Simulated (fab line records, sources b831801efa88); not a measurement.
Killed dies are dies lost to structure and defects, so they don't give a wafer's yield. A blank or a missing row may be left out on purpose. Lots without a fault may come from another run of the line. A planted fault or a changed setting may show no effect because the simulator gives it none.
One fault seen from 2 desks | flow gf180mcu | each desk has only its own numbers; what lay behind them comes last

THE TOOL OWNER'S DESK: cvd_w-01
The tool's own readings at GF_V2_CVD_23 (deposits W, target thk 350 nm, time 104.94 s): means of the sampled wafers that have a number, for each lot that ran on this tool. A lot is out of limits, marked OUT, if its mean lies more than 4 standard deviations from the usual mean; the brackets give that distance.
Columns: A = heater_power_outer_w at GF_V2_CVD_23, usual 505 W; B = heater_power_w at GF_V2_CVD_23, usual 797 W; C = susceptor_temp_C at GF_V2_CVD_23, usual 399.96 C
lot  | first seen here | A   | B    | C
L779 | day 21 10:35    | 479 | 798  | 399.94
L783 | day 22 07:37    | 472 | 781  | 400.05
L784 | day 23 01:56    | 479 | 789  | 399.93
L785 | day 23 12:01    | 753 | 1191 | 453.52 (+99 or more) OUT
L789 | day 24 19:53    | 669 | 1068 | 453.62 (+99 or more) OUT
L797 | day 27 02:22    | 532 | 879  | 400.15
L799 | day 27 18:49    | 531 | 860  | 400.17
This desk's finding: out of limits on L785, L789; first on L785, day 23 12:01 (susceptor_temp_C at GF_V2_CVD_23). In limits: L779, L783, L784, L797, L799.

THE METROLOGY DESK
What the gauges read, lot by lot, whatever tool the lot ran on: means of the sampled wafers that have a number. A lot is out of limits, marked OUT, if its mean lies more than 4 standard deviations from the usual mean; the brackets give that distance.
Columns: A = cd_nm at GF_M2_CD_MEAS_14, usual 280.0 nm; B = V2_W_RS at GF_V2_RS_MEAS_24, usual 0.329 ohm/sq; C = V2_W_THK at GF_V2_THK_MEAS_25, usual 347 nm
lot  | first seen here | A     | B               | C
L778 | day 19 20:08    | 278.8 | 0.330           | 346
L779 | day 20 07:47    | 278.5 | 0.333           | 347
L783 | day 21 05:40    | 280.5 | 0.333           | 346
L784 | day 22 00:50    | 279.1 | 0.333           | 349
L785 | day 22 10:49    | 279.3 | 0.197 (-35) OUT | 568 (+51) OUT
L789 | day 23 19:58    | 278.0 | 0.197 (-35) OUT | -
L795 | day 25 17:17    | 279.5 | 0.328           | 346
L797 | day 26 03:44    | 280.4 | 0.329           | 341
L798 | day 26 09:59    | 280.0 | 0.326           | 349
L799 | day 26 19:44    | 281.8 | 0.329           | 346
L800 | day 26 23:35    | 281.0 | 0.331           | 344
This desk's finding: out of limits on L785, L789; first on L785, day 23 12:07 (V2_W_RS at GF_V2_RS_MEAS_24). In limits: L778, L779, L783, L784, L795, L797, L798, L799, L800.

PUT TOGETHER
The tool owner's desk could have raised an alarm at day 23 12:01, on L785, L789.
The metrology desk could have raised an alarm at day 23 12:07, on L785, L789.
Of the lots named, all ran GF_V2_CVD_23 on cvd_w-01.

WHAT THE SIMULATOR HAD PUT IN
Process parameter drift: cvd_w-01, from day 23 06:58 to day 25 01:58, at GF_V2_CVD_23. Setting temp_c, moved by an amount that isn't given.
Lots struck among those shown: L785, L789.
Hours from the fault's start to each desk's first reading out of limits: the tool owner's desk, 5; the metrology desk, 5.
